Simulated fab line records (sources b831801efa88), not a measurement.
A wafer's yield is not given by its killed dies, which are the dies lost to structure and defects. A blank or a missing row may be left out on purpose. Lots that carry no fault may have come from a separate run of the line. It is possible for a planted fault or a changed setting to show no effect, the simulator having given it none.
fab line records + flow sfqLine
[record]
- lots = 15
- wafers = 45
- lastDay = 85
route steps=325 shown M2@98 I3@133
lots untouched by any fault: they come from a run of this same line in which no faults occurred
startH: hours from the record's first day to the start of the lot's first wafer shown + waitH: time in hours since the lot's previous step + " the same as in the row above + L1.1+2: one row covering several wafers at once + - no value, or no start given + * or withheld: withheld + < > ~ a bound
route shown NAME@n: NAME is a module with steps in the file, n the number in the route of the first one + usual: average and standard deviation across the fault-free wafers + same: alike in all rows + chamber/n: place in a boat + sites: the reading at each site + _std_site: their standard deviation + _edge_site: outer sites' mean less inner sites' + radiusMm: for every site, how far away it sits from the centre of the wafer + mask NAME#n: copy n + behind: the tool/chamber that last shaped the wafer + hold: why the lot was held/for how many hours/how that ended + device: transistor that didn't switch, given as n, p or np + end of line: the same wafers' tests at the end of the route + a step without rows: its recipe alone + killed: dies that structure and defects cost at the first sort, which is not the same as the wafer's yield + map: shows each die of a wafer: x if killed, . if not, _ if none is there
set.NAME: the setting that was run; set.NAME@STEP: the one run at that earlier step + model.NAME: the simulator's own value behind a step, which no gauge read
steps of the route over a sample of lots; a table a step, a row a wafer
services: when a tool's chamber went out of use (startH, in hours from the record's first day, below 0 if earlier), for how many hours, and the reason
[[steps]]
[step SFQ_M2_OVL_MEAS_916]
[usual]
- M2_OVL = -2/5.4
| lot.wafer | tool       | chamber | startH  | waitH | M2_OVL[nm] |
|-----------|------------|---------|---------|-------|------------|
| L277.1    | overlay-02 | -       | 695.45  | 0.1   | -2         |
| L277.2    | "          | -       | "       | "     | -14        |
| L277.6    | "          | -       | "       | "     | -9         |
| L278.2    | overlay-01 | -       | 697.86  | 0.1   | -8         |
| L278.3    | "          | -       | "       | "     | -5         |
| L278.4    | "          | -       | "       | "     | -4         |
| L279.3    | overlay-01 | -       | 703.73  | 0.1   | 3          |
| L279.5    | "          | -       | "       | "     | 8          |
| L279.6    | "          | -       | "       | "     | 4          |
| L281.2    | overlay-02 | -       | 758.92  | 0.1   | -8         |
| L281.4    | "          | -       | "       | "     | -3         |
| L281.6    | "          | -       | "       | "     | -2         |
| L282.4    | overlay-01 | -       | 760.14  | 0.1   | -15        |
| L282.5    | "          | -       | "       | "     | -11        |
| L282.6    | "          | -       | "       | "     | -9         |
| L291.2    | overlay-02 | -       | 831.05  | 0.1   | 2          |
| L291.5    | "          | -       | "       | "     | 1          |
| L291.6    | "          | -       | "       | "     | -3         |
| L292.1    | overlay-01 | -       | 832.24  | 0.1   | 3          |
| L292.4    | "          | -       | "       | "     | 10         |
| L292.6    | "          | -       | "       | "     | 6          |
| L293.3    | overlay-02 | -       | 833.45  | 0.1   | -3         |
| L293.4    | "          | -       | "       | "     | -7         |
| L293.6    | "          | -       | "       | "     | -4         |
| L294.2    | overlay-02 | -       | 837.17  | 0.1   | 8          |
| L294.4    | "          | -       | "       | "     | 1          |
| L294.5    | "          | -       | "       | "     | 4          |
| L295.4    | overlay-02 | -       | 838.39  | 0.1   | -8         |
| L295.5    | "          | -       | "       | "     | -3         |
| L295.6    | "          | -       | "       | "     | -7         |
| L296.1    | overlay-01 | -       | 839.57  | 0.1   | -1         |
| L296.2    | "          | -       | "       | "     | 6          |
| L296.6    | "          | -       | "       | "     | 1          |
| L297.2    | overlay-01 | -       | 843.17  | 0.1   | -3         |
| L297.3    | "          | -       | "       | "     | -3         |
| L297.6    | "          | -       | "       | "     | -3         |
| L298.1    | overlay-01 | -       | 844.37  | 0.1   | -6         |
| L298.2    | "          | -       | "       | "     | -8         |
| L298.3    | "          | -       | "       | "     | -3         |
| L299.4    | overlay-02 | -       | 998.75  | 0.1   | -12        |
| L299.5    | "          | -       | "       | "     | -5         |
| L299.6    | "          | -       | "       | "     | -8         |
| L300.1    | overlay-01 | -       | 1007.26 | 0.1   | -3         |
| L300.5    | "          | -       | "       | "     | 5          |
| L300.6    | "          | -       | "       | "     | -3         |
[step SFQ_TRILAYER_M2_ETCH_METAL_ETCH_060]
[recipe]
- target = Nb
- stopOn = SiO2
- maskMaterial = PR
- chemistry = Cl2/Ar
- targetDepthNm = 240
- icpW = 600
- biasW = 80
- pressureMtorr = 10
- timeS = 120
[usual]
- biasW = 80.03/0.23
- drypumpMotorCurrentA = 5.9/0.43
- heBacksideLeakSccm = 3.35/0.27
- oesProductAu = 0.895/0.0064
| lot.wafer | tool        | chamber | startH  | waitH | biasW | drypumpMotorCurrentA | heBacksideLeakSccm | oesProductAu | rfHoursCounterH |
|-----------|-------------|---------|---------|-------|-------|----------------------|--------------------|--------------|-----------------|
| L277.1    | rieMetal-01 | 0       | 695.55  | 0.0   | 80.12 | 5.9                  | 3.06               | 0.888        | 51              |
| L277.2    | "           | 1       | "       | "     | 79.78 | 6.2                  | 3.69               | 0.901        | 132             |
| L277.6    | "           | 1       | "       | "     | 79.92 | 6.2                  | 3.68               | 0.897        | -               |
| L278.2    | rieMetal-04 | 1       | 697.95  | 0.0   | 80.26 | 5.5                  | 3.54               | 0.888        | 9               |
| L278.3    | "           | 1       | "       | "     | 79.97 | 5.5                  | 3.52               | 0.900        | -               |
| L278.4    | "           | 0       | "       | "     | 79.93 | 5.8                  | 3.14               | 0.901        | -               |
| L279.3    | rieMetal-04 | 1       | 703.86  | 0.1   | 80.35 | 5.5                  | 3.54               | 0.897        | -               |
| L279.5    | "           | 0       | "       | "     | 80.29 | 5.8                  | 3.05               | 0.906        | -               |
| L279.6    | "           | 1       | "       | "     | 80.08 | 5.5                  | 3.72               | 0.898        | -               |
| L281.2    | rieMetal-02 | 1       | 759.01  | 0.0   | 80.19 | 5.4                  | 3.14               | 0.886        | 58              |
| L281.4    | "           | 0       | "       | "     | 80.00 | 6.7                  | 3.39               | 0.885        | -               |
| L281.6    | "           | 0       | "       | "     | 79.97 | 6.7                  | 3.11               | 0.880        | -               |
| L282.4    | rieMetal-01 | 0       | 760.26  | 0.1   | 79.61 | 5.9                  | 3.20               | 0.899        | -               |
| L282.5    | "           | 1       | "       | "     | 80.09 | 6.2                  | 3.82               | 0.904        | -               |
| L282.6    | "           | 0       | "       | "     | 79.93 | 5.9                  | 3.30               | 0.904        | -               |
| L291.2    | rieMetal-04 | 1       | 831.14  | 0.0   | 80.18 | 5.5                  | 3.63               | 0.892        | 25              |
| L291.5    | "           | 1       | "       | "     | 79.82 | 5.5                  | 3.50               | 0.879        | -               |
| L291.6    | "           | 0       | "       | "     | 79.91 | 5.8                  | 3.13               | 0.887        | -               |
| L292.1    | rieMetal-01 | 0       | 832.40  | 0.1   | 80.11 | 5.9                  | 3.21               | 0.883        | 70              |
| L292.4    | "           | 0       | "       | "     | 79.82 | 5.9                  | 3.01               | 0.901        | -               |
| L292.6    | "           | 0       | "       | "     | 79.71 | 5.9                  | 3.23               | 0.894        | -               |
| L293.3    | rieMetal-02 | 0       | 833.58  | 0.1   | 80.39 | 6.7                  | 3.12               | 0.899        | -               |
| L293.4    | "           | 1       | "       | "     | 80.43 | 5.4                  | 3.31               | 0.895        | -               |
| L293.6    | "           | 0       | "       | "     | 80.29 | 6.7                  | 2.97               | 0.882        | -               |
| L294.2    | rieMetal-02 | 1       | 837.26  | 0.0   | 80.27 | 5.4                  | 3.34               | 0.894        | 66              |
| L294.4    | "           | 1       | "       | "     | 80.04 | 5.4                  | 3.25               | 0.891        | -               |
| L294.5    | "           | 1       | "       | "     | 80.23 | 5.4                  | 3.31               | 0.898        | -               |
| L295.4    | rieMetal-04 | 0       | 838.51  | 0.1   | 79.81 | 5.8                  | 3.10               | 0.890        | -               |
| L295.5    | "           | 0       | "       | "     | 80.22 | 5.8                  | 3.09               | 0.893        | -               |
| L295.6    | "           | 1       | "       | "     | 80.03 | 5.5                  | 3.41               | 0.896        | -               |
| L296.1    | rieMetal-01 | 0       | 839.72  | 0.1   | 79.79 | 5.9                  | 3.07               | 0.896        | 72              |
| L296.2    | "           | 0       | "       | "     | 80.07 | 5.9                  | 3.17               | 0.889        | -               |
| L296.6    | "           | 0       | "       | "     | 80.00 | 5.9                  | 3.30               | 0.896        | -               |
| L297.2    | rieMetal-01 | 0       | 843.37  | 0.1   | 80.00 | 5.9                  | 3.26               | 0.896        | -               |
| L297.3    | "           | 0       | "       | "     | 79.85 | 5.9                  | 4.65               | 0.891        | -               |
| L297.6    | "           | 0       | "       | "     | 80.20 | 5.9                  | 3.27               | 0.891        | -               |
| L298.1    | rieMetal-04 | 1       | 844.46  | 0.0   | 80.11 | 5.5                  | 3.74               | 0.908        | 27              |
| L298.2    | "           | 0       | "       | "     | 79.96 | 5.8                  | 3.22               | 0.904        | 51              |
| L298.3    | "           | 1       | "       | "     | 79.89 | 5.5                  | 3.58               | 0.889        | -               |
| L299.4    | rieMetal-04 | 0       | 998.87  | 0.1   | 80.18 | 5.8                  | 3.20               | 0.890        | -               |
| L299.5    | "           | 0       | "       | "     | 80.11 | 5.8                  | 3.31               | 0.892        | -               |
| L299.6    | "           | 1       | "       | "     | 80.38 | 5.5                  | 3.59               | 0.890        | -               |
| L300.1    | rieMetal-01 | 0       | 1007.36 | 0.0   | 79.88 | 5.9                  | 3.27               | 0.899        | 94              |
| L300.5    | "           | 1       | "       | "     | 79.89 | 6.2                  | 3.98               | 0.897        | -               |
| L300.6    | "           | 0       | "       | "     | 79.59 | 5.9                  | 3.31               | 0.904        | -               |
[step SFQ_TRILAYER_I3_DEP_PECVD_081]
[recipe]
- material = SiO2
- tempC = 150
- timeS = 111.11
- pressureTorr = 2.4
- rfW = 183.3
- precursor = SiH4/N2O
- targetThkNm = 500
[usual]
- chamberPressureTorr = 2.400/0.0054
- heaterPowerW = 83/15
- throttleValvePct = 25.0/2
| lot.wafer | tool     | chamber | startH  | waitH | chamberPressureTorr | heaterPowerW | throttleValvePct |
|-----------|----------|---------|---------|-------|---------------------|--------------|------------------|
| L277.1    | pecvd-01 | 0       | 1021.46 | 0.0   | 2.396               | 69           | 27.8             |
| L277.2    | "        | 1       | "       | "     | 2.392               | 76           | 23.6             |
| L277.6    | "        | 0       | "       | "     | 2.399               | 74           | 28.1             |
| L278.2    | pecvd-04 | 1       | 1026.38 | 0.0   | 2.410               | 69           | 26.6             |
| L278.3    | "        | 0       | "       | "     | 2.399               | 85           | 24.6             |
| L278.4    | "        | 0       | "       | "     | 2.413               | 85           | 24.7             |
| L279.3    | pecvd-02 | 1       | 1027.58 | 0.0   | 2.399               | 97           | 22.2             |
| L279.5    | "        | 2       | "       | "     | 2.406               | 102          | 21.7             |
| L279.6    | "        | 0       | "       | "     | 2.406               | 98           | 23.1             |
| L281.2    | pecvd-01 | 1       | 1074.65 | 0.0   | 2.400               | 72           | 23.4             |
| L281.4    | "        | 1       | "       | "     | 2.395               | 76           | 23.4             |
| L281.6    | "        | 2       | "       | "     | 2.405               | 71           | 25.1             |
| L282.4    | pecvd-04 | 0       | 1076.15 | 0.0   | 2.390               | 87           | 24.9             |
| L282.5    | "        | 1       | "       | "     | 2.395               | 67           | 26.9             |
| L282.6    | "        | 2       | "       | "     | 2.404               | 106          | 26.6             |
| L291.2    | pecvd-04 | 0       | 1142.25 | 0.0   | 2.405               | 84           | 24.8             |
| L291.5    | "        | 2       | "       | "     | 2.402               | 98           | 26.4             |
| L291.6    | "        | 0       | "       | "     | 2.406               | 85           | 24.7             |
| L292.1    | pecvd-02 | 1       | 1143.44 | 0.0   | 2.404               | 99           | 22.4             |
| L292.4    | "        | 0       | "       | "     | 2.398               | 103          | 23.3             |
| L292.6    | "        | 2       | "       | "     | 2.407               | 103          | 21.8             |
| L293.3    | pecvd-01 | 0       | 1145.84 | 0.0   | 2.400               | 72           | 28.0             |
| L293.4    | "        | 0       | "       | "     | 2.402               | 73           | 28.2             |
| L293.6    | "        | 1       | "       | "     | 2.399               | 79           | 23.6             |
| L294.2    | pecvd-01 | 0       | 1149.44 | 0.0   | 2.393               | 76           | 28.5             |
| L294.4    | "        | 1       | "       | "     | 2.405               | 72           | 23.5             |
| L294.5    | "        | 0       | "       | "     | 2.402               | 76           | 28.4             |
| L295.4    | pecvd-01 | 2       | 1151.88 | 0.0   | 2.405               | 71           | 25.0             |
| L295.5    | "        | 0       | "       | "     | 2.400               | 74           | 28.3             |
| L295.6    | "        | 1       | "       | "     | 2.393               | 76           | 23.5             |
| L296.1    | pecvd-01 | 0       | 1159.04 | 0.0   | 2.406               | 81           | 28.3             |
| L296.2    | "        | 1       | "       | "     | 2.401               | 78           | 23.8             |
| L296.6    | "        | 0       | "       | "     | 2.412               | 83           | 28.0             |
| L297.2    | pecvd-04 | 2       | 1161.44 | 0.0   | 2.401               | 102          | 26.4             |
| L297.3    | "        | 0       | "       | "     | 2.392               | 77           | 24.8             |
| L297.6    | "        | 0       | "       | "     | 2.392               | 80           | 24.8             |
| L298.1    | pecvd-02 | 1       | 1162.81 | 0.0   | 2.404               | 99           | 22.3             |
| L298.2    | "        | 0       | "       | "     | 2.399               | 100          | 23.6             |
| L298.3    | "        | 2       | "       | "     | 2.403               | 87           | 21.9             |
| L299.4    | pecvd-01 | 1       | 1164.05 | 0.0   | 2.397               | 81           | 23.5             |
| L299.5    | "        | 2       | "       | "     | 2.399               | 71           | 25.3             |
| L299.6    | "        | 0       | "       | "     | 2.401               | 77           | 28.0             |
| L300.1    | pecvd-04 | 2       | 1167.61 | 0.0   | 2.400               | 107          | 26.7             |
| L300.5    | "        | 1       | "       | "     | 2.398               | 66           | 26.7             |
| L300.6    | "        | 2       | "       | "     | 2.395               | 109          | 26.6             |
[step SFQ_TRILAYER_I3_VIA_LITHO_PEB_088]
[recipe]
- pebTempC = 115
- pebTimeS = 60
- resist = KrF
[usual]
- chillPlateTempC = 23.00/0.1
- exhaustPa = 45.1/0.85
- resistLineTempC = 22.99/0.11
| lot.wafer | tool          | chamber | startH  | waitH | chillPlateTempC | exhaustPa | resistLineTempC |
|-----------|---------------|---------|---------|-------|-----------------|-----------|-----------------|
| L277.1    | lithoTrack-01 | 0       | 1027.80 | 1.0   | 23.14           | 45.3      | 22.96           |
| L277.2    | "             | 0       | "       | "     | 23.16           | 44.8      | 23.14           |
| L277.6    | "             | 0       | "       | "     | 23.22           | 46.3      | 22.80           |
| L278.2    | lithoTrack-02 | 0       | 1032.75 | 0.8   | 23.05           | 44.6      | 23.13           |
| L278.3    | "             | 0       | "       | "     | 22.96           | 44.9      | 22.98           |
| L278.4    | "             | 0       | "       | "     | 23.09           | 44.2      | 23.05           |
| L279.3    | lithoTrack-01 | 0       | 1035.78 | 0.7   | 22.90           | 45.7      | 22.97           |
| L279.5    | "             | 0       | "       | "     | 23.04           | 48.2      | 23.12           |
| L279.6    | "             | 0       | "       | "     | 23.01           | 47.3      | 23.01           |
| L281.2    | lithoTrack-01 | 0       | 1221.39 | 0.8   | 22.94           | 45.4      | 22.84           |
| L281.4    | "             | 0       | "       | "     | 23.12           | 45.3      | 22.91           |
| L281.6    | "             | 0       | "       | "     | 22.97           | 44.4      | 22.82           |
| L282.4    | lithoTrack-02 | 0       | 1222.64 | 0.5   | 23.01           | 44.6      | 22.82           |
| L282.5    | "             | 0       | "       | "     | 23.09           | 45.9      | 22.79           |
| L282.6    | "             | 0       | "       | "     | 23.12           | 47.2      | 22.72           |
| L291.2    | lithoTrack-02 | -       | 1271.80 | 0.8   | -               | -         | -               |
| L291.5    | "             | -       | "       | "     | -               | -         | -               |
| L291.6    | "             | -       | "       | "     | -               | -         | -               |
| L292.1    | lithoTrack-04 | -       | 1273.89 | 1.0   | -               | -         | -               |
| L292.4    | "             | -       | "       | "     | -               | -         | -               |
| L292.6    | "             | -       | "       | "     | -               | -         | -               |
| L293.3    | lithoTrack-04 | -       | 1276.34 | 0.7   | -               | -         | -               |
| L293.4    | "             | -       | "       | "     | -               | -         | -               |
| L293.6    | "             | -       | "       | "     | -               | -         | -               |
| L294.2    | lithoTrack-02 | 0       | 1283.52 | 0.8   | 23.15           | 45.0      | 23.00           |
| L294.4    | "             | 0       | "       | "     | 23.02           | 44.4      | 23.02           |
| L294.5    | "             | 0       | "       | "     | 22.92           | 45.8      | 23.10           |
| L295.4    | lithoTrack-02 | 0       | 1288.45 | 0.6   | 22.99           | 44.6      | 23.06           |
| L295.5    | "             | 0       | "       | "     | 22.86           | 44.1      | 23.10           |
| L295.6    | "             | 0       | "       | "     | 23.01           | 44.8      | 23.14           |
| L296.1    | lithoTrack-01 | 0       | 1293.09 | 1.0   | 22.94           | 44.2      | 23.09           |
| L296.2    | "             | 0       | "       | "     | 22.95           | 45.1      | 23.21           |
| L296.6    | "             | 0       | "       | "     | 22.88           | 43.9      | 23.14           |
| L297.2    | lithoTrack-04 | 0       | 1295.52 | 0.8   | 23.06           | 43.6      | 22.95           |
| L297.3    | "             | 0       | "       | "     | 23.14           | 45.3      | 22.92           |
| L297.6    | "             | 0       | "       | "     | 23.12           | 43.7      | 22.90           |
| L298.1    | lithoTrack-04 | 0       | 1296.69 | 1.0   | 22.98           | 43.5      | 22.78           |
| L298.2    | "             | 0       | "       | "     | 22.93           | 44.1      | 22.99           |
| L298.3    | "             | 0       | "       | "     | 23.03           | 44.3      | 22.98           |
| L299.4    | lithoTrack-04 | 0       | 1299.17 | 0.5   | 22.90           | 44.2      | 22.88           |
| L299.5    | "             | 0       | "       | "     | 22.94           | 43.5      | 22.83           |
| L299.6    | "             | 0       | "       | "     | 22.98           | 44.0      | 22.90           |
| L300.1    | lithoTrack-04 | 0       | 1303.89 | 1.0   | 23.02           | 45.3      | 22.82           |
| L300.5    | "             | 0       | "       | "     | 22.90           | 45.8      | 23.00           |
| L300.6    | "             | 0       | "       | "     | 22.94           | 46.1      | 23.00           |
[[services]]
| tool        | chamber | startH  | hours | kind   |
|-------------|---------|---------|-------|--------|
| pecvd-04    | -       | 677.06  | 1.7   | repair |
| pecvd-04    | 1       | 741.97  | 8.0   | repair |
| pecvd-02    | -       | 797.55  | 1.5   | repair |
| pecvd-02    | -       | 820.81  | 1.2   | repair |
| rieMetal-04 | 1       | 826.35  | 1.0   | repair |
| pecvd-02    | -       | 835.61  | 2.8   | pm     |
| pecvd-04    | -       | 854.63  | 8.2   | repair |
| rieMetal-04 | -       | 896.95  | 0.3   | repair |
| pecvd-04    | -       | 912.69  | 6.0   | pm     |
| pecvd-02    | -       | 933.25  | 14.0  | pm     |
| pecvd-01    | 1       | 940.60  | 20.8  | repair |
| pecvd-01    | -       | 962.80  | 5.5   | pm     |
| rieMetal-04 | -       | 986.40  | 0.9   | repair |
| rieMetal-04 | -       | 991.15  | 1.3   | repair |
| pecvd-04    | 1       | 1004.23 | 12.3  | repair |
| rieMetal-02 | -       | 1005.26 | 2.1   | repair |
| rieMetal-01 | -       | 1035.48 | 2.8   | pm     |
| pecvd-01    | -       | 1044.74 | 0.3   | repair |
| pecvd-01    | 0       | 1050.03 | 6.6   | repair |
| rieMetal-02 | -       | 1093.76 | 2.8   | pm     |
| rieMetal-01 | 1       | 1110.87 | 32.2  | repair |
| pecvd-01    | -       | 1169.78 | 0.9   | repair |
| rieMetal-04 | -       | 1200.38 | 0.2   | repair |
| pecvd-04    | 2       | 1201.20 | 12.7  | repair |
[[key]]
[firstSign]
- step = SFQ_TRILAYER_I3_VIA_LITHO_PEB_088
- reading = toolRecord
- direction = missing
effect none on later readings
metAt SFQ_TRILAYER_I3_VIA_LITHO_PEB_088
struckLots L291,L292,L293
notActingAt SFQ_M2_OVL_MEAS_916,SFQ_TRILAYER_M2_ETCH_METAL_ETCH_060,SFQ_TRILAYER_I3_DEP_PECVD_081
onsetBetween 1222.64 1271.80
[fault]
- kind = skippedStepWhole
- tool = lithoTrack-02,lithoTrack-04
- chamber = -
- onsetH = 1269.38
- steps = SFQ_TRILAYER_I3_VIA_LITHO_PEB_088
- scope = struckLotsOnly
